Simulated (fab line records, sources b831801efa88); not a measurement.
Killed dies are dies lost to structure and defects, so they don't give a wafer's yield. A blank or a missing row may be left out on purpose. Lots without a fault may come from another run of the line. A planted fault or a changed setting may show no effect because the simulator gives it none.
fab line records | flow sky130
record lots=12 wafers=36 last_day=50
route steps=708 shown VT_ADJUST_LVTN@107 SONOS_ONO@172 GATE_OXIDE@197 PAD_OPEN@708
lots that met no fault: from a run of the same line without faults
start_h: hours from the record's first day to the start of the lot's first wafer shown | wait_h: hours since the lot's step before | " the same as in the row above | L1.1+2: a row that stands for several wafers | - no value, or no start given | * or withheld: withheld | < > ~ a bound
route shown NAME@n: a module of which the file shows steps, and the number in the route of the first | usual: mean/standard deviation of fault-free wafers | same: alike in all rows | chamber/n: place in a boat | sites: the reading at each site | _std_site: their standard deviation | _edge_site: outer sites' mean less inner sites' | radius_mm: how far each site lies from the wafer's centre | mask NAME#n: copy n | behind: the tool/chamber that last shaped the wafer | hold: why the lot was held/for how many hours/how that ended | device: the transistor (n, p or np) that didn't switch | end of line: the same wafers' tests at the end of the route | a step without rows: its recipe alone | killed: dies lost to structure and defects at the first sort, not the wafer's yield | map: a wafer's dies, x killed, . not, _ none there
set.NAME: the setting as run; set.NAME@STEP: as run at that earlier step | model.NAME: the simulator's own value behind a step, which no gauge read
steps of the route over a sample of lots; a table a step, a row a wafer
services: from which hour (start_h, from the record's first day; less than 0 if before it) a tool's chamber was out of use, for how many hours, and why
## steps
# step SKY_VT_ADJUST_LVTN_TW_MEAS_10
# usual VT_ADJUST_LVTN_TW=240.5/1.7
# columns lot.wafer tool chamber start_h wait_h VT_ADJUST_LVTN_TW
L743.1 film_metro-02 - 140.69 0.1 240.0
L743.4 " - " " 238.7
L743.5 " - " " 238.3
L745.1 film_metro-02 - 152.54 0.1 240.2
L745.5 " - " " 241.3
L745.6 " - " " 239.6
L746.2 film_metro-01 - 156.31 0.1 243.7
L746.3 " - " " 243.5
L746.4 " - " " 242.1
L747.2 film_metro-04 - 162.95 0.1 238.8
L747.3 " - " " 237.6
L747.5 " - " " 238.0
L749.2 film_metro-04 - 185.62 0.1 239.6
L749.3 " - " " 238.5
L749.6 " - " " 238.0
L750.1 film_metro-01 - 189.01 0.1 243.2
L750.5 " - " " 242.7
L750.6 " - " " 242.7
L752.2 film_metro-04 - 200.72 0.1 241.4
L752.4 " - " " 239.5
L752.5 " - " " 241.6
L753.1 film_metro-02 - 216.04 0.1 240.1
L753.3 " - " " 238.8
L753.5 " - " " 240.0
L757.1 film_metro-02 - 234.76 0.1 240.6
L757.2 " - " " 240.3
L757.3 " - " " 239.9
L761.3 film_metro-02 - 261.03 0.1 239.6
L761.4 " - " " 239.6
L761.6 " - " " 239.5
L762.1 film_metro-04 - 271.44 0.1 241.0
L762.2 " - " " 241.0
L762.5 " - " " 240.9
L763.4 film_metro-01 - 276.58 0.1 241.4
L763.5 " - " " 241.8
L763.6 " - " " 240.9
# step SKY_VT_ADJUST_LVTN_OVL_MEAS_18
# usual VT_ADJUST_LVTN_01_OVL=0.2/1.2
# columns lot.wafer tool chamber start_h wait_h VT_ADJUST_LVTN_01_OVL[nm]
L743.1 overlay-01 - 159.87 0.1 0.8
L743.4 " - " " 1.0
L743.5 " - " " -1.0
L745.1 overlay-01 - 172.46 0.1 -1.8
L745.5 " - " " -2.9
L745.6 " - " " -1.1
L746.2 overlay-01 - 176.32 0.1 2.4
L746.3 " - " " 1.5
L746.4 " - " " 0.1
L747.2 overlay-02 - 183.41 0.1 -0.1
L747.3 " - " " 0.0
L747.5 " - " " 0.1
L749.2 overlay-02 - 207.02 0.1 1.4
L749.3 " - " " 1.9
L749.6 " - " " 1.8
L750.1 overlay-01 - 210.66 0.1 -0.5
L750.5 " - " " -1.0
L750.6 " - " " -0.8
L752.2 overlay-01 - 222.13 0.1 0.4
L752.4 " - " " -0.6
L752.5 " - " " -0.4
L753.1 overlay-02 - 238.16 0.1 0.1
L753.3 " - " " -1.1
L753.5 " - " " -0.7
L757.1 overlay-02 - 258.51 0.1 -0.6
L757.2 " - " " -0.6
L757.3 " - " " -0.5
L761.3 overlay-02 - 285.57 0.1 -1.5
L761.4 " - " " -0.7
L761.6 " - " " 1.8
L762.1 overlay-02 - 296.32 0.1 1.9
L762.2 " - " " 0.2
L762.5 " - " " 1.6
L763.4 overlay-01 - 302.13 0.1 -1.2
L763.5 " - " " 1.4
L763.6 " - " " -0.9
# step SKY_SONOS_ONO_CVD_04
# recipe material=SiO2 precursor=SiH4/N2O target_thk_nm=5.7199 temp_c=900 pressure_mtorr=400
# usual spike_tc_bottom_C=918.7/2.9 spike_tc_centre_C=902.2/0.99 spike_tc_lower_C=899.0/1.5 spike_tc_top_C=913.3/1.2 spike_tc_upper_C=900.8/1.1 susceptor_temp_C=900.0/0.39 zone_power_centre_pct=17.5/0.68 zone_power_top_pct=35.2/0.59 zone_power_upper_pct=18.7/0.34
# columns lot.wafer tool chamber start_h wait_h spike_tc_bottom_C spike_tc_centre_C spike_tc_lower_C spike_tc_top_C spike_tc_upper_C susceptor_temp_C zone_power_centre_pct zone_power_top_pct zone_power_upper_pct
L743.1 lpcvd-03 1 251.05 0.1 921.2 903.3 898.6 911.5 899.8 900.6 17.8 34.5 18.9
L743.4 " 1 " " 919.3 901.7 898.8 912.8 900.8 900.5 18.0 34.2 18.4
L743.5 " 1 " " 921.7 903.3 897.2 913.3 900.9 900.4 18.1 35.2 18.4
L745.1 lpcvd-03 0 268.76 0.1 914.9 902.4 899.0 914.7 902.7 900.3 16.8 36.1 18.9
L745.5 " 0 " " 916.1 901.0 901.2 912.8 901.6 900.2 16.7 35.6 18.8
L745.6 " 0 " " 914.5 902.6 898.2 915.2 902.2 899.7 16.9 36.0 19.2
L746.2 lpcvd-03 0 274.16 0.0 914.7 902.5 899.2 913.7 900.9 899.0 16.7 36.1 19.1
L746.3 " 0 " " 917.8 900.2 899.0 913.9 902.4 900.0 16.8 35.7 19.1
L746.4 " 0 " " 916.0 903.2 903.6 914.2 901.8 899.6 17.1 36.0 18.9
L747.2 lpcvd-03 1 276.99 0.0 920.5 903.2 898.6 912.8 901.4 899.9 17.8 34.8 18.7
L747.3 " 1 " " 920.8 901.8 898.8 912.8 899.6 899.8 17.9 34.7 18.5
L747.5 " 1 " " 921.0 903.6 896.7 911.1 899.4 900.1 18.3 35.5 18.3
L749.2 lpcvd-03 0 306.62 0.0 914.5 902.3 901.3 914.4 899.0 900.3 16.9 35.5 19.0
L749.3 " 0 " " 916.0 901.7 899.7 914.8 902.0 899.6 16.6 35.9 19.1
L749.6 " 0 " " 916.0 899.9 898.9 914.6 901.6 900.0 16.7 35.7 19.1
L750.1 lpcvd-03 1 312.85 0.1 921.4 904.1 898.6 912.0 901.1 900.0 18.4 34.8 18.7
L750.5 " 1 " " 920.3 901.6 898.5 912.6 900.4 899.7 18.5 34.8 18.5
L750.6 " 1 " " 921.1 903.2 899.1 912.5 900.0 900.3 18.1 34.7 18.5
L752.2 lpcvd-03 1 322.52 0.0 919.1 902.0 897.2 912.6 900.6 900.1 18.2 34.8 18.7
L752.4 " 1 " " 922.0 903.3 897.8 913.1 899.8 900.2 17.9 34.8 18.5
L752.5 " 1 " " 922.3 901.1 896.7 913.1 899.7 899.9 18.1 34.8 18.7
L753.1 lpcvd-03 1 342.11 0.1 920.5 901.2 896.5 912.6 902.0 900.0 18.2 34.9 18.2
L753.3 " 1 " " 919.8 900.7 896.4 912.9 900.2 899.5 18.0 34.2 18.2
L753.5 " 1 " " 922.3 902.1 899.5 912.2 899.3 899.7 18.0 35.6 18.6
L757.1 lpcvd-03 0 366.25 0.1 917.2 901.5 900.7 912.6 900.9 900.2 16.6 35.9 19.2
L757.2 " 0 " " 915.2 901.3 900.6 916.3 902.5 899.7 16.8 35.4 19.2
L757.3 " 0 " " 915.7 902.3 901.4 914.9 900.5 900.2 16.7 35.5 18.9
L761.3 lpcvd-03 1 398.30 0.0 974.6 956.0 951.9 966.5 953.8 953.1 20.8 38.2 21.0
L761.4 " 1 " " 975.0 954.7 951.4 965.1 955.1 953.1 20.6 38.6 20.9
L761.6 " 1 " " 976.1 954.3 950.9 966.1 953.5 953.1 20.8 37.9 21.1
L762.1 lpcvd-03 0 411.16 0.1 968.2 953.4 953.6 966.4 954.8 952.9 19.0 39.6 21.7
L762.2 " 0 " " 967.5 954.9 952.3 964.3 952.2 953.1 19.3 39.9 21.6
L762.5 " 0 " " 969.6 955.3 953.6 965.9 953.6 952.9 19.0 39.4 22.1
L763.4 lpcvd-03 1 416.68 0.0 975.0 954.7 951.3 966.9 953.4 952.4 20.7 38.5 21.2
L763.5 " 1 " " 974.6 954.6 950.6 964.2 953.7 952.4 20.6 39.1 21.3
L763.6 " 1 " " 975.0 954.2 952.8 963.9 955.9 953.0 20.2 37.9 21.0
# step SKY_SONOS_ONO_THK_MEAS_05
# recipe reads=SiO2_of_SONOS_ONO_CVD_04
# usual SONOS_ONO_CVD_04_THK=5.73/0.1
# columns lot.wafer tool chamber start_h wait_h SONOS_ONO_CVD_04_THK[nm]
L743.1 film_metro-01 - 252.30 0.0 5.85
L743.4 " - " " 5.93
L743.5 " - " " 5.80
L745.1 film_metro-01 - 270.01 0.0 5.65
L745.5 " - " " 5.58
L745.6 " - " " 5.57
L746.2 film_metro-03 - 275.42 0.0 5.65
L746.3 " - " " 5.73
L746.4 " - " " 5.59
L747.2 film_metro-01 - 278.25 0.0 5.85
L747.3 " - " " 5.91
L747.5 " - " " 5.83
L749.2 film_metro-01 - 307.88 0.0 5.72
L749.3 " - " " 5.75
L749.6 " - " " 5.74
L750.1 film_metro-03 - 314.10 0.0 5.87
L750.5 " - " " 5.93
L750.6 " - " " 5.86
L752.2 film_metro-03 - 324.40 0.0 5.85
L752.4 " - " " 5.79
L752.5 " - " " 5.69
L753.1 film_metro-01 - 343.36 0.0 5.67
L753.3 " - " " 5.52
L753.5 " - " " 5.62
L757.1 film_metro-01 - 367.50 0.0 5.64
L757.2 " - " " 5.63
L757.3 " - " " 5.70
L761.3 film_metro-03 - 399.57 0.0 9.24
L761.4 " - " " 9.20
L761.6 " - " " 9.27
L762.1 film_metro-03 - 412.41 0.0 9.09
L762.2 " - " " 9.10
L762.5 " - " " 9.17
L763.4 film_metro-04 - 417.96 0.0 9.26
L763.5 " - " " 9.16
L763.6 " - " " 9.22
# step SKY_GATE_OXIDE_OVL_MEAS_10
# usual GATE_OXIDE_OVL=0.1/1.7
# columns lot.wafer tool chamber start_h wait_h GATE_OXIDE_OVL[nm]
L743.1 overlay-02 - 304.37 0.1 0.3
L743.4 " - " " 1.9
L743.5 " - " " 2.3
L745.1 overlay-01 - 323.36 0.1 -1.1
L745.5 " - " " -1.4
L745.6 " - " " -0.9
L746.2 overlay-01 - 329.69 0.1 -4.6
L746.3 " - " " -4.1
L746.4 " - " " -2.2
L747.2 overlay-02 - 333.41 0.1 0.7
L747.3 " - " " -1.4
L747.5 " - " " 0.4
L749.2 overlay-01 - 363.43 0.1 -2.9
L749.3 " - " " -1.4
L749.6 " - " " -1.4
L750.1 overlay-01 - 372.81 0.1 -1.6
L750.5 " - " " -2.4
L750.6 " - " " -1.7
L752.2 overlay-01 - 382.56 0.1 0.8
L752.4 " - " " -0.3
L752.5 " - " " 0.3
L753.1 overlay-01 - 400.89 0.1 1.5
L753.3 " - " " 0.3
L753.5 " - " " 0.3
L757.1 overlay-02 - 428.86 0.1 1.6
L757.2 " - " " 0.7
L757.3 " - " " -0.3
L761.3 overlay-01 - 461.88 0.1 0.1
L761.4 " - " " 1.2
L761.6 " - " " 0.6
L762.1 overlay-02 - 475.81 0.1 1.7
L762.2 " - " " 0.7
L762.5 " - " " 0.4
L763.4 overlay-01 - 480.87 0.1 1.7
L763.5 " - " " 1.3
L763.6 " - " " 0.4
# step SKY_PAD_OPEN_PROBE_99
# usual killed_at_M0_to_M3=42/6.9 killed_at_M4_up=3.2/1.7 killed_at_contacts=23/5.5 killed_at_front_end=16/4 killed_at_other=0.4/0.55 killed_dies=85/9.2 killed_open=46/6.8 killed_short=38/6.2
# same gross_dies=492 killed_at_back_side=0
# columns lot.wafer tool chamber start_h wait_h killed_at_M0_to_M3 killed_at_M4_up killed_at_contacts killed_at_front_end killed_at_other killed_dies killed_open killed_short
L743.1 prober-02 - 1071.28 0.1 33 6 19 13 0 71 35 36
L743.4 prober-02 - 1071.43 0.2 36 2 27 7 0 72 40 32
L743.5 prober-02 - 1071.48 0.2 37 3 28 14 0 82 49 33
L745.1 prober-02 - 1083.38 0.1 34 2 18 9 0 63 32 31
L745.5 prober-02 - 1083.58 0.2 44 4 25 18 1 92 46 45
L745.6 prober-02 - 1083.63 0.2 30 3 19 16 2 70 36 34
L746.2 prober-01 - 1091.01 0.1 42 3 18 18 0 81 44 36
L746.3 prober-01 - 1091.06 0.2 45 3 22 15 0 85 45 38
L746.4 prober-01 - 1091.11 0.2 40 3 18 17 0 78 42 36
L747.2 prober-02 - 1092.68 0.1 53 2 27 16 0 98 52 46
L747.3 prober-02 - 1092.73 0.2 40 2 29 13 0 84 45 39
L747.5 prober-02 - 1092.83 0.2 41 4 19 10 1 75 40 35
L749.2 prober-02 - 1113.23 0.1 43 1 15 21 1 81 42 38
L749.3 prober-02 - 1113.28 0.2 43 2 27 21 0 93 42 50
L749.6 prober-02 - 1113.43 0.2 35 3 25 21 1 85 53 32
L752.2 prober-02 - 1129.25 0.1 37 4 20 8 1 70 37 33
L752.4 prober-02 - 1129.35 0.2 47 1 20 10 0 78 44 34
L752.5 prober-02 - 1129.40 0.2 36 6 31 12 0 85 55 30
L753.1 prober-01 - 1142.73 0.1 33 3 24 20 1 81 38 43
L753.3 prober-01 - 1142.83 0.2 37 4 28 11 0 80 53 27
L753.5 prober-01 - 1142.93 0.2 46 1 28 23 0 98 54 44
L750.1 prober-02 - 1143.41 0.1 50 1 16 19 0 86 44 40
L750.5 prober-02 - 1143.61 0.2 44 2 14 16 0 76 43 32
L750.6 prober-02 - 1143.66 0.2 53 1 16 26 0 96 53 42
L757.1 prober-02 - 1156.03 0.1 45 2 20 17 1 85 46 39
L757.2 prober-02 - 1156.08 0.1 55 3 36 19 0 113 55 58
L757.3 prober-02 - 1156.13 0.2 45 3 21 19 0 88 41 45
L761.3 prober-02 - 1176.58 0.2 38 3 32 17 0 90 51 38
L761.4 prober-02 - 1176.63 0.2 46 2 26 15 0 89 49 40
L761.6 prober-02 - 1176.73 0.2 47 3 18 12 0 80 54 26
L762.1 prober-01 - 1187.13 0.1 39 2 34 15 0 90 45 45
L762.2 prober-01 - 1187.18 0.1 47 5 14 14 0 80 35 45
L762.5 prober-01 - 1187.33 0.2 59 4 16 16 0 95 59 36
L763.4 prober-02 - 1188.78 0.2 43 1 23 16 1 84 41 41
L763.5 prober-02 - 1188.83 0.2 41 2 23 14 0 80 42 37
L763.6 prober-02 - 1188.88 0.2 57 6 17 12 0 92 48 44
# killed by level:class
L743.1 VIA1:geometric_particle:open=10 CONTACT:geometric_particle:open=7 METAL4:geometric_particle:short=6 VIA3:geometric_particle:open=4 FIELD_ISO:geometric_particle:open=3 VIA2:geometric_particle:short=3 POLY_GATE:geometric_particle:short=3 LI_CONTACT:geometric_particle:open=3
L743.4 CONTACT:geometric_particle:open=9 VIA1:geometric_particle:open=8 LI_CONTACT:geometric_particle:open=6 METAL2:geometric_particle:short=6 VIA3:geometric_particle:open=6 METAL1:geometric_particle:short=5 LOCAL_INTERCONNECT:geometric_particle:short=5 VIA2:geometric_particle:open=5
L743.5 LI_CONTACT:geometric_particle:open=9 VIA2:geometric_particle:open=9 VIA3:geometric_particle:open=9 LOCAL_INTERCONNECT:geometric_particle:short=7 CONTACT:geometric_particle:open=6 VIA1:geometric_particle:open=6 POLY_GATE:geometric_particle:short=4 VIA1:geometric_particle:short=4
L745.1 CONTACT:geometric_particle:open=9 VIA2:geometric_particle:open=7 VIA1:geometric_particle:open=5 LOCAL_INTERCONNECT:geometric_particle:short=4 METAL2:geometric_particle:short=4 VIA3:geometric_particle:open=4 FIELD_ISO:geometric_particle:short=3 CONTACT:geometric_particle:short=3
L745.5 LI_CONTACT:geometric_particle:open=9 VIA1:geometric_particle:open=8 METAL1:geometric_particle:short=7 CONTACT:geometric_particle:open=6 VIA2:geometric_particle:open=6 VIA1:geometric_particle:short=5 METAL2:geometric_particle:short=5 VIA3:geometric_particle:open=5
L745.6 CONTACT:geometric_particle:open=8 VIA1:geometric_particle:open=6 LI_CONTACT:geometric_particle:open=5 VIA2:geometric_particle:open=5 FIELD_ISO:geometric_particle:short=4 POLY_GATE:geometric_particle:short=4 METAL1:geometric_particle:short=4 METAL3:geometric_particle:short=4
L746.2 CONTACT:geometric_particle:open=10 VIA1:geometric_particle:open=7 VIA2:geometric_particle:open=7 VIA3:geometric_particle:open=7 METAL2:geometric_particle:short=5 FIELD_ISO:geometric_particle:short=4 POLY_GATE:geometric_particle:short=4 METAL1:geometric_particle:short=4
L746.3 CONTACT:geometric_particle:open=8 VIA2:geometric_particle:open=8 LI_CONTACT:geometric_particle:open=6 VIA1:geometric_particle:short=6 VIA1:geometric_particle:open=6 VIA3:geometric_particle:open=6 CONTACT:geometric_particle:short=5 FIELD_ISO:geometric_particle:open=4
L746.4 VIA1:geometric_particle:open=11 VIA1:geometric_particle:short=7 FIELD_ISO:geometric_particle:short=6 CONTACT:geometric_particle:open=6 LI_CONTACT:geometric_particle:open=5 VIA2:geometric_particle:open=5 METAL2:geometric_particle:short=5 POLY_GATE:geometric_particle:open=4
L747.2 VIA1:geometric_particle:open=15 CONTACT:geometric_particle:short=8 METAL1:geometric_particle:short=7 CONTACT:geometric_particle:open=6 VIA3:geometric_particle:open=6 LOCAL_INTERCONNECT:geometric_particle:short=5 METAL2:geometric_particle:short=5 VIA2:geometric_particle:open=5
L747.3 LI_CONTACT:geometric_particle:open=10 CONTACT:geometric_particle:open=9 VIA1:geometric_particle:open=8 VIA2:geometric_particle:open=8 FIELD_ISO:geometric_particle:short=5 METAL1:geometric_particle:short=5 POLY_GATE:geometric_particle:short=4 LOCAL_INTERCONNECT:geometric_particle:short=4
L747.5 CONTACT:geometric_particle:open=10 VIA1:geometric_particle:open=8 VIA3:geometric_particle:open=6 METAL1:geometric_particle:short=5 VIA2:geometric_particle:short=5 VIA3:geometric_particle:short=5 VIA2:geometric_particle:open=4 POLY_GATE:geometric_particle:short=3
L749.2 VIA2:geometric_particle:open=10 FIELD_ISO:geometric_particle:open=7 CONTACT:geometric_particle:open=7 VIA1:geometric_particle:open=7 METAL1:geometric_particle:short=7 FIELD_ISO:geometric_particle:short=6 VIA1:geometric_particle:short=5 METAL2:geometric_particle:short=4
L749.3 METAL1:geometric_particle:short=8 POLY_GATE:geometric_particle:short=7 LI_CONTACT:geometric_particle:open=7 VIA2:geometric_particle:open=7 VIA1:geometric_particle:open=7 VIA3:geometric_particle:short=7 LOCAL_INTERCONNECT:geometric_particle:short=6 CONTACT:geometric_particle:open=6
L749.6 CONTACT:geometric_particle:open=13 FIELD_ISO:geometric_particle:short=7 LI_CONTACT:geometric_particle:open=6 FIELD_ISO:geometric_particle:open=5 VIA1:geometric_particle:open=5 VIA3:geometric_particle:open=5 POLY_GATE:geometric_particle:short=4 VIA1:geometric_particle:short=4
L752.2 VIA1:geometric_particle:open=11 LI_CONTACT:geometric_particle:open=6 CONTACT:geometric_particle:open=6 CONTACT:geometric_particle:short=5 METAL1:geometric_particle:short=5 METAL3:geometric_particle:short=5 FIELD_ISO:geometric_particle:open=4 METAL4:geometric_particle:short=3
L752.4 METAL1:geometric_particle:short=10 CONTACT:geometric_particle:open=8 VIA1:geometric_particle:open=8 VIA2:geometric_particle:open=8 CONTACT:geometric_particle:short=6 VIA3:geometric_particle:open=6 FIELD_ISO:geometric_particle:open=4 LI_CONTACT:geometric_particle:open=4
L752.5 CONTACT:geometric_particle:open=14 VIA1:geometric_particle:open=11 LI_CONTACT:geometric_particle:open=6 VIA3:geometric_particle:open=6 FIELD_ISO:geometric_particle:open=4 LOCAL_INTERCONNECT:geometric_particle:open=4 CONTACT:geometric_particle:short=4 METAL1:geometric_particle:short=4
L753.1 CONTACT:geometric_particle:open=10 VIA1:geometric_particle:open=9 METAL1:geometric_particle:short=7 POLY_GATE:geometric_particle:short=5 LI_CONTACT:geometric_particle:short=5 METAL3:geometric_particle:short=5 FIELD_ISO:geometric_particle:short=4 SPACER:geometric_particle:open=4
L753.3 CONTACT:geometric_particle:open=12 VIA1:geometric_particle:open=11 VIA3:geometric_particle:open=7 LI_CONTACT:geometric_particle:open=6 VIA2:geometric_particle:open=6 POLY_GATE:geometric_particle:open=4 CONTACT:geometric_particle:short=4 METAL4:geometric_particle:short=4
L753.5 VIA1:geometric_particle:open=12 CONTACT:geometric_particle:open=10 FIELD_ISO:geometric_particle:short=7 VIA3:geometric_particle:open=7 POLY_GATE:geometric_particle:open=7 LI_CONTACT:geometric_particle:open=6 CONTACT:geometric_particle:short=6 VIA1:geometric_particle:short=6
L750.1 VIA1:geometric_particle:open=15 LI_CONTACT:geometric_particle:open=8 METAL1:geometric_particle:short=8 FIELD_ISO:geometric_particle:open=5 VIA2:geometric_particle:open=5 FIELD_ISO:geometric_particle:short=4 SPACER:geometric_particle:short=4 VIA1:geometric_particle:short=4
L750.5 VIA1:geometric_particle:open=12 FIELD_ISO:geometric_particle:open=6 CONTACT:geometric_particle:open=5 VIA3:geometric_particle:open=5 METAL2:geometric_particle:short=5 METAL1:geometric_particle:short=4 VIA2:geometric_particle:open=4 VIA3:geometric_particle:short=4
L750.6 VIA1:geometric_particle:open=12 VIA2:geometric_particle:open=11 METAL2:geometric_particle:short=9 VIA1:geometric_particle:short=7 FIELD_ISO:geometric_particle:short=6 LI_CONTACT:geometric_particle:open=6 FIELD_ISO:geometric_particle:open=5 POLY_GATE:geometric_particle:open=5
L757.1 VIA1:geometric_particle:open=9 CONTACT:geometric_particle:open=9 VIA3:geometric_particle:open=8 VIA2:geometric_particle:open=7 FIELD_ISO:geometric_particle:open=6 METAL1:geometric_particle:short=6 FIELD_ISO:geometric_particle:short=5 LOCAL_INTERCONNECT:geometric_particle:short=5
L757.2 CONTACT:geometric_particle:open=16 VIA1:geometric_particle:open=11 VIA1:geometric_particle:short=11 FIELD_ISO:geometric_particle:short=8 CONTACT:geometric_particle:short=7 VIA2:geometric_particle:open=7 LOCAL_INTERCONNECT:geometric_particle:short=6 VIA2:geometric_particle:short=5
L757.3 METAL1:geometric_particle:short=15 LI_CONTACT:geometric_particle:open=9 VIA1:geometric_particle:open=8 VIA3:geometric_particle:open=6 FIELD_ISO:geometric_particle:short=5 POLY_GATE:geometric_particle:short=4 POLY_GATE:geometric_particle:open=4 METAL2:geometric_particle:short=4
L761.3 VIA1:geometric_particle:open=12 CONTACT:geometric_particle:open=12 LI_CONTACT:geometric_particle:open=5 CONTACT:geometric_particle:short=5 VIA2:geometric_particle:open=5 FIELD_ISO:geometric_particle:short=4 POLY_GATE:geometric_particle:open=4 LOCAL_INTERCONNECT:geometric_particle:short=4
L761.4 CONTACT:geometric_particle:open=11 VIA1:geometric_particle:open=10 FIELD_ISO:geometric_particle:open=8 VIA3:geometric_particle:open=8 CONTACT:geometric_particle:short=6 VIA1:geometric_particle:short=6 POLY_GATE:geometric_particle:short=5 METAL3:geometric_particle:short=5
L761.6 VIA1:geometric_particle:open=19 CONTACT:geometric_particle:open=8 VIA2:geometric_particle:open=8 FIELD_ISO:geometric_particle:short=7 METAL2:geometric_particle:short=6 LI_CONTACT:geometric_particle:open=5 VIA3:geometric_particle:open=4 METAL1:geometric_particle:short=3
L762.1 LI_CONTACT:geometric_particle:open=12 VIA3:geometric_particle:open=7 LOCAL_INTERCONNECT:geometric_particle:short=7 CONTACT:geometric_particle:open=7 METAL1:geometric_particle:short=7 VIA1:geometric_particle:open=7 FIELD_ISO:geometric_particle:short=6 CONTACT:geometric_particle:short=5
L762.2 METAL1:geometric_particle:short=9 VIA2:geometric_particle:open=8 FIELD_ISO:geometric_particle:open=6 VIA1:geometric_particle:open=6 CONTACT:geometric_particle:short=5 VIA3:geometric_particle:open=5 FIELD_ISO:geometric_particle:short=4 VIA1:geometric_particle:short=4
L762.5 VIA1:geometric_particle:open=15 VIA2:geometric_particle:open=10 VIA3:geometric_particle:open=9 VIA1:geometric_particle:short=7 METAL2:geometric_particle:short=7 CONTACT:geometric_particle:open=6 LI_CONTACT:geometric_particle:open=5 FIELD_ISO:geometric_particle:open=4
L763.4 VIA1:geometric_particle:open=14 METAL2:geometric_particle:short=8 METAL1:geometric_particle:short=6 CONTACT:geometric_particle:open=5 LI_CONTACT:geometric_particle:open=5 LOCAL_INTERCONNECT:geometric_particle:short=5 VIA3:geometric_particle:open=5 FIELD_ISO:geometric_particle:short=3
L763.5 VIA1:geometric_particle:open=10 FIELD_ISO:geometric_particle:short=7 CONTACT:geometric_particle:open=7 LI_CONTACT:geometric_particle:open=6 LOCAL_INTERCONNECT:geometric_particle:short=5 METAL2:geometric_particle:short=5 VIA2:geometric_particle:open=5 VIA3:geometric_particle:short=5
L763.6 VIA3:geometric_particle:open=11 METAL2:geometric_particle:short=9 VIA1:geometric_particle:open=9 LI_CONTACT:geometric_particle:open=8 VIA2:geometric_particle:short=6 VIA2:geometric_particle:open=6 METAL1:geometric_particle:short=5 METAL4:geometric_particle:short=5
## services
# columns tool chamber start_h hours kind
lpcvd-03 - 283.63 2.4 repair
## key
first_sign step=SKY_SONOS_ONO_CVD_04 reading=susceptor_temp_C direction=up sigmas=99+ usual=* struck=*
effect step=SKY_SONOS_ONO_CVD_04 reading=spike_tc_centre_C direction=up sigmas=53 usual=902.2 struck=954.7
effect step=SKY_SONOS_ONO_THK_MEAS_05 reading=SONOS_ONO_CVD_04_THK direction=up sigmas=34 usual=5.73 struck=9.19
met_at SKY_SONOS_ONO_CVD_04
struck_lots L761,L762,L763
tester_left_out L761,L762,L763
not_acting_at SKY_VT_ADJUST_LVTN_TW_MEAS_10,SKY_VT_ADJUST_LVTN_OVL_MEAS_18,SKY_GATE_OXIDE_OVL_MEAS_10
onset_between 366.25 398.30
fault kind=process_parameter_drift tool=lpcvd-03 chamber=- onset_h=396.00 steps=SKY_SONOS_ONO_CVD_04 channel=temp_c offset=* shape=step end_h=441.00 stated=*
# tester_left_out: of these lots the tester's yield and bins aren't shown, on N5 and GAA mostly nor the transistor test; their killed dies are dies lost to structure and defects alone, not to doping, threshold or leakage, so they don't give the yield
